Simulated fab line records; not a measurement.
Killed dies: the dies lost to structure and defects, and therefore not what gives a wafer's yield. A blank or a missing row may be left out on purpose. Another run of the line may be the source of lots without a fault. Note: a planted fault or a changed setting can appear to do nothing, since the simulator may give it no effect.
What tool caused it? | flow gf180mcu | 12 lots with 36 wafers sampled at 2 steps, on a route of 602 steps

WHAT EACH GAUGE READ, for each wafer
GF_M2_OVL_MEAS_15.
lot  | measured     | on         | M2_OVL (nm)
L226 | day 19 07:55 | overlay-01 | -15 -8 -6
L227 | day 19 21:53 | overlay-01 | -11 -11 -9
L228 | day 20 07:28 | overlay-01 | -4 -7 -7
L229 | day 20 11:32 | overlay-01 | -8 -9 -9
L234 | day 22 18:39 | overlay-02 | -15 -18 -18
L238 | day 24 08:48 | overlay-02 | -5 -14 -2
L239 | day 24 23:23 | overlay-02 | -7 -5 -10
L240 | day 25 04:35 | overlay-01 | 2 -1 0
L241 | day 25 04:07 | overlay-02 | -2 -7 -9
L242 | day 25 06:20 | overlay-01 | -5 -12 0
L246 | day 26 12:50 | overlay-01 | -13 -15 -2
L248 | day 27 04:55 | overlay-02 | -7 -7 -13

TOOL THAT RAN EACH LOT (tool first, then ch and the chambers of the sampled wafers, then the start)
lot  | GF_DUAL_GATE_OXIDATION_15
L226 | furnace-02 ch 0, day 8 11:51
L227 | furnace-02 ch 0, day 8 17:20
L228 | furnace-01 ch 0, day 8 23:56
L229 | furnace-01 ch 0, day 9 04:31
L234 | furnace-01 ch 0, day 10 17:35
L238 | furnace-01 ch 0, day 12 05:01
L239 | furnace-01 ch 0, day 12 15:04
L240 | furnace-02 ch 0, day 13 00:05
L241 | furnace-02 ch 0, day 13 00:05
L242 | furnace-02 ch 0, day 13 04:58
L246 | furnace-02 ch 0, day 14 09:31
L248 | furnace-02 ch 0, day 15 03:05
- GF_DUAL_GATE_OXIDATION_15: stabilise 600 s, purge 300 s, target thk 7.098 nm.

AS READ BY THE TOOLS THEMSELVES (means over the sampled wafers that have a number; for cases with no such wafer, the mark the record gives instead)
GF_DUAL_GATE_OXIDATION_15.
lot  | tool       | spike tc upper C (C) | zone power lower pct (%)
L226 | furnace-02 | 847.5                | 14.1
L227 | furnace-02 | 849.3                | 14.1
L228 | furnace-01 | 849.5                | 18.8
L229 | furnace-01 | 850.3                | 18.7
L234 | furnace-01 | 849.0                | 18.8
L238 | furnace-01 | 849.6                | 18.8
L239 | furnace-01 | 849.5                | 18.8
L240 | furnace-02 | 848.8                | 14.1
L241 | furnace-02 | 850.5                | 13.9
L242 | furnace-02 | 850.2                | 14.1
L246 | furnace-02 | 848.0                | 14.1
L248 | furnace-02 | 849.6                | 14.1

THE ANSWER, worked out from the rows above alone
Rule: usual is defined by the lots themselves. The widest of any qualifying gaps counts: lots, ordered by their means at a reading, are off when they make up no more than a third of the lots, leave a main group of 4 or more, and stand apart from it by 3 or more times the standard deviation of that group's means. If all means in a main group match to the digits the tables above print for the reading, that group is not used. A lot without any number at a reading at which 4 lots or more have one is off too. Any other lot the step has rows for is counted as sound. First the gauges in route order, then the tools' own readings, where a lot's mean is used as printed above. At the first step where some lot is off, the reading lying furthest off is the one used; lots without a number count as furthest.
Across all readings shown, no lot is off: no conclusion can be drawn from this.

WHAT THE SIMULATOR HAD PUT IN
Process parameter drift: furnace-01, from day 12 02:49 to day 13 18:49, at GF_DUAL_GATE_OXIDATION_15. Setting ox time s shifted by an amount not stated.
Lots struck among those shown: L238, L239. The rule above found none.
